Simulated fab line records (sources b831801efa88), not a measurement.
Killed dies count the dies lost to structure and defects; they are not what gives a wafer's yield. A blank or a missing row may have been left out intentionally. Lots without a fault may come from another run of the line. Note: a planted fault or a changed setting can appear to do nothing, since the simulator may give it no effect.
A sampling plan put to the test | flow sky130 | one line in one fab, 11 faults in these records, each fault weighed on the records of the lots it struck
What counts as the plan is the set of the line's own looks, namely the steps on the route at which a gauge or an inspection reads a wafer and does not change it. Where struck wafers have a number at a look and the file lists that look's usual mean and standard deviation on fault-free wafers, the look can be judged. Caught: a look later than the fault's first step finds the struck wafers' mean 4 or more of those standard deviations (sigma) from the usual mean. On the tool: the identical test, applied to the tool's own readings at the steps of the fault. Caught also covers a different recipe on the struck wafers, or a record left blank for those wafers only.

THE FAULTS, as the simulator had put them in
1. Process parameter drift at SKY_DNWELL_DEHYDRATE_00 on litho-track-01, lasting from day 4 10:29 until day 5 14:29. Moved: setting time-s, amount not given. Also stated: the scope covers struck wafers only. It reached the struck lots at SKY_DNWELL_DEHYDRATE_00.
2. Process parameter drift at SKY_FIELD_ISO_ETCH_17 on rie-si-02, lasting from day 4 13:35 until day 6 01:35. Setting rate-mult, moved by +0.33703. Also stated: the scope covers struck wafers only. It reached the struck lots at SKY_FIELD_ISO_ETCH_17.
3. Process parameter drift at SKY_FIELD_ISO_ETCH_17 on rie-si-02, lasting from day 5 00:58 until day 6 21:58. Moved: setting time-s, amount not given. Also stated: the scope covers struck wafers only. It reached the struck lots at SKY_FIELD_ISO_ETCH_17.
4. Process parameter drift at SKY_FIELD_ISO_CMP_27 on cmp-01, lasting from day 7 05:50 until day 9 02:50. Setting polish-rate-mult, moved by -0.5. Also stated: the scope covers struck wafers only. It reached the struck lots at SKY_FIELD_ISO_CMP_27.
5. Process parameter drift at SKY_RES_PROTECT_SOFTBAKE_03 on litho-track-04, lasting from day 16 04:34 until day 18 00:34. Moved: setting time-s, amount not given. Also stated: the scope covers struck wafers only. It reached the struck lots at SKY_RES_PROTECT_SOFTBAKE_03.
6. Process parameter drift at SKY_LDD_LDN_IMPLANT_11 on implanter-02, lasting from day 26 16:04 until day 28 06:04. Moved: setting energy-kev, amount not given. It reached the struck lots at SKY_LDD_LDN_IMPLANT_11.
7. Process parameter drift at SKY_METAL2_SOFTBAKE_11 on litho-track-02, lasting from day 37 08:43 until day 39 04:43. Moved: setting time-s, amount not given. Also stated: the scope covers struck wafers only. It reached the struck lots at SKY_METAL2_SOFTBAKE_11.
8. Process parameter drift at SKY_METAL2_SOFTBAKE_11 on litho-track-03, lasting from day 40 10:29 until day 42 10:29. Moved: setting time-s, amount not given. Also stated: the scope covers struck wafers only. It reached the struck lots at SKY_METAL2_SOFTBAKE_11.
9. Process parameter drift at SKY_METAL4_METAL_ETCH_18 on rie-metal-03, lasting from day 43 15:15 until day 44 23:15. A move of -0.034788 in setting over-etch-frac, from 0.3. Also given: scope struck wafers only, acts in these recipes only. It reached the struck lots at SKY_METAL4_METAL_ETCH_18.
10. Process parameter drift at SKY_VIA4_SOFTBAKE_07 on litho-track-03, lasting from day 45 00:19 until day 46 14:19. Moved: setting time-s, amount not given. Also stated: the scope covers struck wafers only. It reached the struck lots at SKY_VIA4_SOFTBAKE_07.
11. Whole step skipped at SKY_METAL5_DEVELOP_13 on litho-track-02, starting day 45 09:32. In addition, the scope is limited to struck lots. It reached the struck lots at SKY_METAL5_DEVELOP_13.

WHAT THE PLAN SAW
fault | on the tool itself                               | first look that catches it                      | reading, sigma | median hours from its first step to that look | hours from the fault's start to the first struck lot there | judged looks passed uncaught
1     | heater-power-total-W +98 sigma                   | no look after it can be judged                  | -              | -                                             | -                                                          | 0
2     | oes-product-au +16 sigma                         | no look after it can be judged                  | -              | -                                             | -                                                          | 0
3     | run-length-s +9.7 sigma                          | none of the 2 looks that can be judged after it | -              | -                                             | -                                                          | 2
4     | time-to-endpoint-s +23 sigma                     | none of the 2 looks that can be judged after it | -              | -                                             | -                                                          | 2
5     | run-length-s -15 sigma                           | no look after it can be judged                  | -              | -                                             | -                                                          | 0
6     | beam-energy-keV +99 or beyond sigma              | no look after it can be judged                  | -              | -                                             | -                                                          | 0
7     | run-length-s -33 sigma                           | no look after it can be judged                  | -              | -                                             | -                                                          | 0
8     | run-length-s +57 sigma                           | no look after it can be judged                  | -              | -                                             | -                                                          | 0
9     | under 2 sigma                                    | no look after it can be judged                  | -              | -                                             | -                                                          | 0
10    | run-length-s +99 or beyond sigma                 | no look after it can be judged                  | -              | -                                             | -                                                          | 0
11    | the tool's record is blank for the struck wafers | no look after it can be judged                  | -              | -                                             | -                                                          | 0
Dash: fault not caught, or number not given in these records.

Caught at a look: 0 of 11. Caught on the tool: 10 of 11. By one or the other: 10 of 11.
On the tool alone, faults 1, 2, 3, 4, 5, 6, 7, 8, 10, 11 were caught.
Caught by neither: fault 9.
